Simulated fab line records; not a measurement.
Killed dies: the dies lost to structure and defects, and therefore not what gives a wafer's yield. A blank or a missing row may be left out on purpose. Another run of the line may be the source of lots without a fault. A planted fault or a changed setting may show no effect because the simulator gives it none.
Which tool was responsible? + flow gf180mcu + 42 wafers from 14 lots sampled at 3 of the route's 602 steps

## WHAT THE GAUGES SHOWED, per wafer
GF_CONTACT_THK_MEAS_26: measures by xrf.
| lot  | measured     | on            | CONTACT_W_THK (nm) |
|------|--------------|---------------|--------------------|
| L283 | day 16 05:16 | film metro-03 | 305 306 305        |
| L284 | day 16 10:07 | film metro-01 | 299 299 297        |
| L285 | day 17 00:23 | film metro-03 | 301 309 304        |
| L287 | day 17 16:26 | film metro-04 | 300 295 299        |
| L288 | day 18 01:26 | film metro-03 | 304 308 301        |
| L290 | day 18 18:03 | film metro-01 | 299 298 300        |
| L295 | day 20 16:42 | film metro-01 | 297 299 296        |
| L296 | day 20 20:27 | film metro-04 | 301 303 300        |
| L297 | day 21 07:02 | film metro-04 | 302 298 301        |
| L299 | day 22 01:57 | film metro-01 | 304 294 296        |
| L300 | day 22 12:28 | film metro-04 | 303 306 293        |
| L304 | day 23 10:10 | film metro-03 | 300 295 298        |
| L305 | day 23 19:01 | film metro-04 | 292 296 289        |
| L306 | day 24 06:26 | film metro-01 | 299 295 299        |

GF_M1_THK_MEAS_06: measures by xrf.
| lot  | measured     | on            | M1_ALCU_THK (nm) |
|------|--------------|---------------|------------------|
| L283 | day 16 05:58 | film metro-02 | 453 448 447      |
| L284 | day 16 10:49 | film metro-03 | 447 449 448      |
| L285 | day 17 01:05 | film metro-03 | 442 446 447      |
| L287 | day 17 17:08 | film metro-02 | 453 455 444      |
| L288 | day 18 02:08 | film metro-01 | 456 459 455      |
| L290 | day 18 18:45 | film metro-03 | 446 442 445      |
| L295 | day 20 17:24 | film metro-02 | 442 441 444      |
| L296 | day 20 21:09 | film metro-02 | 453 448 451      |
| L297 | day 21 07:44 | film metro-02 | 457 457 454      |
| L299 | day 22 02:39 | film metro-01 | 449 454 453      |
| L300 | day 22 13:10 | film metro-01 | 455 449 450      |
| L304 | day 23 10:52 | film metro-01 | 460 451 461      |
| L305 | day 23 19:43 | film metro-03 | 441 448 445      |
| L306 | day 24 07:08 | film metro-02 | 437 446 438      |

## WHICH TOOL RAN EACH LOT (tool, then ch and the chambers of the sampled wafers, then the start)
| lot  | GF_M1_SPUTTER_00             |
|------|------------------------------|
| L283 | pvd sputter-02, day 16 05:37 |
| L284 | pvd sputter-04, day 16 10:28 |
| L285 | pvd sputter-01, day 17 00:43 |
| L287 | pvd sputter-01, day 17 16:48 |
| L288 | pvd sputter-02, day 18 01:46 |
| L290 | pvd sputter-02, day 18 18:25 |
| L295 | pvd sputter-01, day 20 17:04 |
| L296 | pvd sputter-02, day 20 20:47 |
| L297 | pvd sputter-02, day 21 07:23 |
| L299 | pvd sputter-01, day 22 02:19 |
| L300 | pvd sputter-01, day 22 12:49 |
| L304 | pvd sputter-04, day 23 10:30 |
| L305 | pvd sputter-01, day 23 19:22 |
| L306 | pvd sputter-02, day 24 06:47 |
- GF_M1_SPUTTER_00: material Ti, target thk 37.5 nm, time 150 s.

## AS READ BY THE TOOLS THEMSELVES (means over the sampled wafers that have a number; for cases with no such wafer, the mark the record gives instead)
GF_M1_SPUTTER_00.
| lot  | tool           | cathode dc power W (W) | throttle valve pct (%) |
|------|----------------|------------------------|------------------------|
| L283 | pvd sputter-02 | 4000.6                 | 31.0                   |
| L284 | pvd sputter-04 | 4000.2                 | 30.7                   |
| L285 | pvd sputter-01 | 4000.2                 | 29.8                   |
| L287 | pvd sputter-01 | 3999.6                 | 29.9                   |
| L288 | pvd sputter-02 | 3999.7                 | 31.8                   |
| L290 | pvd sputter-02 | 3999.7                 | 31.2                   |
| L295 | pvd sputter-01 | 4000.2                 | 28.3                   |
| L296 | pvd sputter-02 | 3999.7                 | 31.0                   |
| L297 | pvd sputter-02 | 4000.4                 | 31.5                   |
| L299 | pvd sputter-01 | 3999.6                 | 29.7                   |
| L300 | pvd sputter-01 | 3999.7                 | 28.9                   |
| L304 | pvd sputter-04 | 4000.1                 | 29.1                   |
| L305 | pvd sputter-01 | 3999.7                 | 29.4                   |
| L306 | pvd sputter-02 | 4000.5                 | 31.8                   |

## THE ANSWER, worked out from the rows above alone
Rule: the lots themselves supply what counts as usual. Put in order of their means at a reading, lots are off if they are a third of the lots or fewer, leave a main group of 4 or more, and stand apart from it by a gap of 3 or more times the standard deviation of the main group's means; of several such gaps the widest counts. The tables above print the reading to a certain number of digits; a main group whose means all agree to those digits is not used. Also off: a lot with no number at a reading for which 4 or more lots have one. The other lots that the step has rows for count as sound. The gauges are gone through in route order, then the tools' own readings, and for those a lot's mean is taken as printed above. The first step at which some lot is off is used, and at that step the reading that is off furthest; a lot without a number counts as furthest.
Nothing can be told from this: no lot is off at any reading shown.

## WHAT HAD BEEN PUT IN BY THE SIMULATOR
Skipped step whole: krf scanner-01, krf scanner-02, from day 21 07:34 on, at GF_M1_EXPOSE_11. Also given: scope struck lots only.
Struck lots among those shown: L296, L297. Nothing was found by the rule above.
